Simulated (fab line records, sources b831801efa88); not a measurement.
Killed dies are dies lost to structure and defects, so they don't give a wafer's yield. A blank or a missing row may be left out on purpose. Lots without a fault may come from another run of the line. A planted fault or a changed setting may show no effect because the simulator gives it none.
fab line records | flow sky130
record lots=6 wafers=18 last_day=50
route steps=708 shown CONTACT@425 METAL1@434 PAD_OPEN@708
lots that met no fault: from a run of the same line without faults
start_h: hours from the record's first day to the start of the lot's first wafer shown | wait_h: hours since the lot's step before | " the same as in the row above | L1.1+2: a row that stands for several wafers | - no value, or no start given | * or withheld: withheld | < > ~ a bound
route shown NAME@n: a module of which the file shows steps, and the number in the route of the first | usual: mean/standard deviation of fault-free wafers | same: alike in all rows | chamber/n: place in a boat | sites: the reading at each site | _std_site: their standard deviation | _edge_site: outer sites' mean less inner sites' | radius_mm: how far each site lies from the wafer's centre | mask NAME#n: copy n | behind: the tool/chamber that last shaped the wafer | hold: why the lot was held/for how many hours/how that ended | device: the transistor (n, p or np) that didn't switch | end of line: the same wafers' tests at the end of the route | a step without rows: its recipe alone | killed: dies lost to structure and defects at the first sort, not the wafer's yield | map: a wafer's dies, x killed, . not, _ none there
set.NAME: the setting as run; set.NAME@STEP: as run at that earlier step | model.NAME: the simulator's own value behind a step, which no gauge read
lots at some steps of the route; a table a step, a row a wafer
services: from which hour (start_h, from the record's first day; less than 0 if before it) a tool's chamber was out of use, for how many hours, and why
## steps
# step SKY_CONTACT_STRIP_19
# recipe chemistry=O2/N2 power_w=1400 pressure_mtorr=1500 platen_temp_c=withheld o2_flow_sccm=3000 n2_flow_sccm=300 overash_fraction=0.5
# step SKY_CONTACT_STRIP_20
# recipe chemistry=post_etch_residue_remover time_s=1200 temp_c=72.5
# step SKY_CONTACT_CLEAN_21
# recipe chemistry=IPA time_s=180 temp_c=25
# step SKY_CONTACT_CLEAN_22
# recipe chemistry=O3/DIW dry=n2_spin
# step SKY_CONTACT_SPUTTER_23
# recipe material=TiN target_thk_nm=20 chamber_pressure_pa=5 power_w=4000 time_s=80
# step SKY_CONTACT_CVD_24
# recipe material=W target_thk_nm=340 time_s=102.12 temp_c=400 pressure_torr=40
# usual heater_power_w=809/34
# columns lot.wafer tool chamber start_h wait_h heater_power_w
L434.1 cvd_w-02 0 736.23 0.0 807
L434.2 " 1 " " 790
L434.3 " 0 " " 816
L439.4 cvd_w-01 1 782.56 0.1 883
L439.5 " 1 " " 869
L439.6 " 0 " " 789
L440.2 cvd_w-01 1 785.70 0.0 885
L440.3 " 0 " " 787
L440.5 " 0 " " 778
L441.1 cvd_w-02 0 792.83 0.0 834
L441.2 " 1 " " 799
L441.5 " 1 " " 763
L451.3 cvd_w-02 0 866.73 0.1 804
L451.5 " 0 " " 801
L451.6 " 1 " " 803
L456.1 cvd_w-02 0 917.07 0.0 800
L456.4 " 0 " " 799
L456.5 " 0 " " 801
# step SKY_CONTACT_RS_MEAS_25
# recipe thk_meas_gauge=four-point-probe reads=W_of_CONTACT_CVD_24+TiN_of_CONTACT_SPUTTER_23
# usual CONTACT_W_RS=0.339/0.005
# columns lot.wafer tool chamber start_h wait_h CONTACT_W_RS[ohm/sq]
L434.1 film_metro-03 - 736.34 0.1 0.332
L434.2 " - " " 0.336
L434.3 " - " " 0.337
L439.4 film_metro-01 - 782.69 0.1 0.351
L439.5 " - " " 0.345
L439.6 " - " " 0.341
L440.2 film_metro-03 - 785.83 0.1 0.344
L440.3 " - " " 0.340
L440.5 " - " " 0.341
L441.1 film_metro-04 - 792.94 0.1 0.335
L441.2 " - " " 0.334
L441.5 " - " " 0.335
L451.3 film_metro-04 - 866.84 0.1 0.340
L451.5 " - " " 0.341
L451.6 " - " " 0.339
L456.1 film_metro-03 - 917.18 0.1 0.346
L456.4 " - " " 0.341
L456.5 " - " " 0.343
# step SKY_CONTACT_THK_MEAS_26
# recipe thk_meas_gauge=xrf reads=W_of_CONTACT_CVD_24
# usual CONTACT_W_THK=331/5.7
# columns lot.wafer tool chamber start_h wait_h CONTACT_W_THK[nm]
L434.1 film_metro-03 - 736.46 0.1 338
L434.2 " - " " 335
L434.3 " - " " 333
L439.4 film_metro-01 - 782.78 0.1 320
L439.5 " - " " 324
L439.6 " - " " 329
L440.2 film_metro-03 - 785.94 0.1 331
L440.3 " - " " 334
L440.5 " - " " 334
L441.1 film_metro-04 - 793.06 0.1 333
L441.2 " - " " 337
L441.5 " - " " 335
L451.3 film_metro-04 - 866.94 0.1 323
L451.5 " - " " 323
L451.6 " - " " 325
L456.1 film_metro-03 - 917.30 0.1 329
L456.4 " - " " 331
L456.5 " - " " 330
# step SKY_CONTACT_CMP_27
# recipe stop_on=SiO2 t_overpolish_s=15 down_force_psi=3.5 platen_rpm=60 target_thk_nm=0 pad_velocity_m_s=0.94248
# usual motor_current_A=10.8/1.1 overpolish_run_s=15.001/0.0089 slurry_flow_ml_min=149.9/0.49 time_to_endpoint_s=83/4.4
# columns lot.wafer tool chamber start_h wait_h motor_current_A overpolish_run_s slurry_flow_ml_min time_to_endpoint_s
L434.2 cmp-01 1 736.52 0.0 11.3 14.998 149.9 89
L434.1 " 3 " " 12.1 14.991 150.4 88
L434.3 " 0 " " 9.7 15.004 150.0 86
L439.4 cmp-01 0 782.86 0.1 10.4 15.010 150.3 77
L439.5 " 3 " " 12.2 15.007 150.6 81
L439.6 " 0 " " 9.3 14.978 150.5 86
L440.2 cmp-01 0 785.99 0.0 10.0 15.000 150.6 82
L440.3 " 2 " " 9.0 14.999 148.8 83
L440.5 " 1 " " 10.7 15.003 149.8 91
L441.1 cmp-01 2 793.17 0.1 9.3 14.998 150.3 85
L441.2 " 3 " " 12.3 15.017 150.6 91
L441.5 " 1 " " 11.3 14.999 149.9 93
L451.3 cmp-01 3 867.13 0.2 12.5 14.997 150.3 81
L451.5 " 0 " " 9.9 14.988 150.3 80
L451.6 " 1 " " 11.0 14.994 149.3 85
L456.4 cmp-02 1 917.46 0.1 10.8 15.003 149.9 71
L456.1 " 2 " " 12.4 14.994 149.5 78
L456.5 " 0 " " 9.5 14.985 150.0 78
# step SKY_METAL1_SPUTTER_00
# recipe material=Ti target_thk_nm=15 power_w=3000 time_s=10 chamber_pressure_pa=0.4
# usual chamber_pressure_pa=0.4000/0.00075 throttle_valve_pct=29.9/0.67
# columns lot.wafer tool chamber start_h wait_h chamber_pressure_pa throttle_valve_pct
L434.1 pvd_sputter-04 - 736.82 0.1 0.3998 29.1
L434.2 " - " " 0.3988 30.1
L434.3 " - " " 0.3991 30.3
L439.4 pvd_sputter-01 - 783.11 0.2 0.3999 29.7
L439.5 " - " " 0.3996 29.8
L439.6 " - " " 0.4002 29.6
L440.2 pvd_sputter-01 - 786.29 0.2 0.4006 30.6
L440.3 " - " " 0.3996 29.4
L440.5 " - " " 0.4006 29.7
L441.1 pvd_sputter-03 - 793.42 0.2 0.4012 30.4
L441.2 " - " " 0.4007 28.9
L441.5 " - " " 0.3998 31.2
L451.3 pvd_sputter-03 - 867.28 0.1 0.3998 30.0
L451.5 " - " " 0.4011 29.0
L451.6 " - " " 0.3992 29.9
L456.1 pvd_sputter-01 - 917.66 0.1 0.3991 30.0
L456.4 " - " " 0.3989 29.6
L456.5 " - " " 0.4008 29.4
# step SKY_METAL1_SPUTTER_01
# recipe material=TiN target_thk_nm=20 power_w=6500 time_s=16.7 chamber_pressure_pa=0.4
# step SKY_METAL1_SPUTTER_02
# recipe material=AlCu target_thk_nm=250 power_w=10600 time_s=13.3 chamber_pressure_pa=0.4
# usual chamber_pressure_pa=0.3999/0.00079 throttle_valve_pct=29.9/0.67
# columns lot.wafer tool chamber start_h wait_h chamber_pressure_pa throttle_valve_pct
L434.1 pvd_sputter-04 - 736.86 0.0 0.4005 28.7
L434.2 " - " " 0.3997 29.8
L434.3 " - " " 0.4002 30.5
L439.4 pvd_sputter-01 - 783.16 0.0 0.3987 29.2
L439.5 " - " " 0.3983 30.1
L439.6 " - " " 0.4007 29.5
L440.2 pvd_sputter-01 - 786.34 0.0 0.3999 30.7
L440.3 " - " " 0.3997 29.4
L440.5 " - " " 0.3995 29.7
L441.1 pvd_sputter-03 - 793.47 0.0 0.3992 30.4
L441.2 " - " " 0.3998 28.6
L441.5 " - " " 0.3990 31.3
L451.3 pvd_sputter-03 - 867.33 0.0 0.3989 30.0
L451.5 " - " " 0.3998 28.5
L451.6 " - " " 0.4011 29.9
L456.1 pvd_sputter-01 - 917.71 0.0 0.4001 29.8
L456.4 " - " " 0.4003 29.5
L456.5 " - " " 0.4011 29.6
# step SKY_METAL1_SPUTTER_03
# recipe material=Ti target_thk_nm=5 power_w=3000 time_s=3.3 chamber_pressure_pa=0.4
# usual chamber_pressure_pa=0.3999/0.00079 throttle_valve_pct=29.9/0.68
# columns lot.wafer tool chamber start_h wait_h chamber_pressure_pa throttle_valve_pct
L434.1 pvd_sputter-04 - 736.89 0.0 0.4002 28.8
L434.2 " - " " 0.3998 30.1
L434.3 " - " " 0.4017 30.3
L439.4 pvd_sputter-01 - 783.18 0.0 0.4486 27.9
L439.5 " - " " 0.4001 29.9
L439.6 " - " " 0.3989 29.4
L440.2 pvd_sputter-01 - 786.37 0.0 0.4010 31.0
L440.3 " - " " 0.4470 27.9
L440.5 " - " " 0.4476 27.6
L441.1 pvd_sputter-03 - 793.49 0.0 0.3993 30.4
L441.2 " - " " 0.3993 28.5
L441.5 " - " " 0.3995 31.2
L451.3 pvd_sputter-03 - 867.36 0.0 0.3997 30.2
L451.5 " - " " 0.3999 28.7
L451.6 " - " " 0.4003 30.0
L456.1 pvd_sputter-01 - 917.73 0.0 0.3988 29.8
L456.4 " - " " 0.4000 29.5
L456.5 " - " " 0.3999 29.4
# step SKY_METAL1_SPUTTER_04
# recipe material=TiN target_thk_nm=70 power_w=6500 time_s=58.3 chamber_pressure_pa=0.4
# usual chamber_pressure_pa=0.4001/0.00084 throttle_valve_pct=29.9/0.67
# columns lot.wafer tool chamber start_h wait_h chamber_pressure_pa throttle_valve_pct
L434.1 pvd_sputter-04 - 736.91 0.0 0.4004 29.2
L434.2 " - " " 0.4005 29.7
L434.3 " - " " 0.4005 30.3
L439.4 pvd_sputter-01 - 783.20 0.0 0.4003 29.5
L439.5 " - " " 0.4019 30.1
L439.6 " - " " 0.3998 29.8
L440.2 pvd_sputter-01 - 786.38 0.0 0.4005 30.9
L440.3 " - " " 0.4011 29.5
L440.5 " - " " 0.4017 29.6
L441.1 pvd_sputter-03 - 793.51 0.0 0.3987 30.5
L441.2 " - " " 0.4010 28.5
L441.5 " - " " 0.3995 31.1
L451.3 pvd_sputter-03 - 867.37 0.0 0.4001 30.1
L451.5 " - " " 0.4019 28.6
L451.6 " - " " 0.4000 30.2
L456.1 pvd_sputter-01 - 917.75 0.0 0.4012 30.0
L456.4 " - " " 0.4014 29.4
L456.5 " - " " 0.3999 29.4
# step SKY_PAD_OPEN_PROBE_99
# usual defect_limited_yield=82.8/2 killed_at_M0_to_M3=43/6.4 killed_at_M4_up=3.1/2 killed_at_contacts=24/5.2 killed_at_front_end=15/4.3 killed_at_other=0.2/0.48 killed_dies=85/9.7 killed_open=47/6.9 killed_short=38/6.7 sort_bin_3_pad_short=0.9/0.48 sort_bin_5_function=10.3/1.6 sort_bin_6_memory=6.1/0.97 sort_n_pass=407/9.7 sort_yield_pct=82.8/2
# same gross_dies=492 killed_at_back_side=0 sort_bin_4_leakage[%]=0 sort_bin_8_speed[%]=0
# columns lot.wafer tool chamber start_h wait_h defect_limited_yield[%] killed_at_M0_to_M3 killed_at_M4_up killed_at_contacts killed_at_front_end killed_at_other killed_dies killed_open killed_short sort_bin_3_pad_short[%] sort_bin_5_function[%] sort_bin_6_memory[%] sort_n_pass sort_yield_pct[%]
L440.2 prober-02 - 1118.69 0.1 81.7 52 4 18 16 0 90 56 34 1.0 11.0 6.3 402 81.7
L440.3 prober-02 - 1118.74 0.2 80.3 44 2 24 27 0 97 61 36 0 13.2 6.5 395 80.3
L440.5 prober-02 - 1118.84 0.2 83.1 47 3 25 8 0 83 43 40 0.4 11.0 5.5 409 83.1
L451.3 prober-01 - 1175.40 0.2 78.9 48 6 24 24 2 104 49 55 0.8 14.0 6.3 388 78.9
L451.5 prober-01 - 1175.50 0.2 85.6 45 4 10 12 0 71 40 31 1.0 9.1 4.3 421 85.6
L451.6 prober-01 - 1175.55 0.2 81.1 44 3 22 23 1 93 49 44 1.6 12.0 5.3 399 81.1
# killed by level:class
L440.2 VIA1:geometric_particle:open=14 CONTACT:geometric_particle:open=10 VIA1:geometric_particle:short=8 VIA3:geometric_particle:open=7 VIA2:geometric_particle:open=6 POLY_GATE:geometric_particle:short=4 VIA2:geometric_particle:short=4 FIELD_ISO:geometric_particle:open=3
L440.3 VIA1:geometric_particle:open=15 CONTACT:geometric_particle:open=9 LI_CONTACT:geometric_particle:open=8 POLY_GATE:geometric_particle:short=7 VIA3:geometric_particle:open=7 FIELD_ISO:geometric_particle:open=6 POLY_GATE:geometric_particle:open=6 FIELD_ISO:geometric_particle:short=5
L440.5 CONTACT:geometric_particle:open=13 VIA2:geometric_particle:open=9 VIA3:geometric_particle:open=8 VIA1:geometric_particle:open=7 METAL2:geometric_particle:short=5 METAL1:geometric_particle:short=5 FIELD_ISO:geometric_particle:short=4 VIA1:geometric_particle:short=4
L451.3 VIA1:geometric_particle:open=10 VIA2:geometric_particle:open=9 CONTACT:geometric_particle:open=8 FIELD_ISO:geometric_particle:short=6 POLY_GATE:geometric_particle:open=6 CONTACT:geometric_particle:short=6 VIA1:geometric_particle:short=6 POLY_GATE:geometric_particle:short=4
L451.5 VIA1:geometric_particle:open=16 VIA3:geometric_particle:open=5 VIA2:geometric_particle:open=5 VIA1:geometric_particle:short=5 POLY_GATE:geometric_particle:open=4 METAL1:geometric_particle:short=4 CONTACT:geometric_particle:open=4 METAL4:geometric_particle:short=4
L451.6 VIA1:geometric_particle:open=9 VIA2:geometric_particle:open=8 FIELD_ISO:geometric_particle:open=7 LI_CONTACT:geometric_particle:open=7 CONTACT:geometric_particle:open=6 METAL3:geometric_particle:short=6 FIELD_ISO:geometric_particle:short=5 LOCAL_INTERCONNECT:geometric_particle:short=5
## services
# columns tool chamber start_h hours kind
cvd_w-01 0 721.04 5.2 repair
cmp-02 - 723.92 0.7 repair
pvd_sputter-03 - 730.85 57.0 repair
cmp-02 - 731.34 12.4 pm
cvd_w-01 - 733.32 1.2 repair
cvd_w-01 0 742.71 4.6 repair
cmp-01 - 744.29 4.0 pm
cvd_w-01 1 744.33 2.4 repair
cmp-01 - 752.86 0.4 repair
pvd_sputter-01 - 765.12 3.5 repair
cmp-02 - 783.91 3.3 pm
cvd_w-02 - 787.16 2.1 repair
cvd_w-01 - 826.90 3.8 pm
cmp-02 - 831.39 3.8 repair
pvd_sputter-03 - 844.64 3.2 repair
pvd_sputter-04 - 846.22 5.2 repair
cvd_w-01 - 860.29 28.1 pm
pvd_sputter-01 - 879.24 2.2 repair
cvd_w-02 - 887.37 3.7 repair
cmp-01 - 901.02 0.4 repair
cvd_w-01 - 904.00 14.0 pm
pvd_sputter-04 - 905.25 12.4 repair
cmp-01 - 911.82 1.1 repair
cmp-01 - 916.41 6.4 pm
## key
first_sign step=SKY_METAL1_SPUTTER_03 reading=chamber_pressure_pa direction=up sigmas=61 usual=0.3999 struck=0.4477
effect step=SKY_METAL1_SPUTTER_03 reading=throttle_valve_pct direction=down sigmas=3 usual=29.9 struck=27.8
met_at SKY_METAL1_SPUTTER_03
struck_wafers L439.4,L440.3,L440.5
fault kind=process_parameter_drift tool=pvd_sputter-01 chamber=- onset_h=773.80 steps=SKY_METAL1_SPUTTER_03 channel=chamber_pressure_pa offset=0.04761 shape=step end_h=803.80 acts_in=these_recipes_only stated=0.4 scope=struck_wafers_only
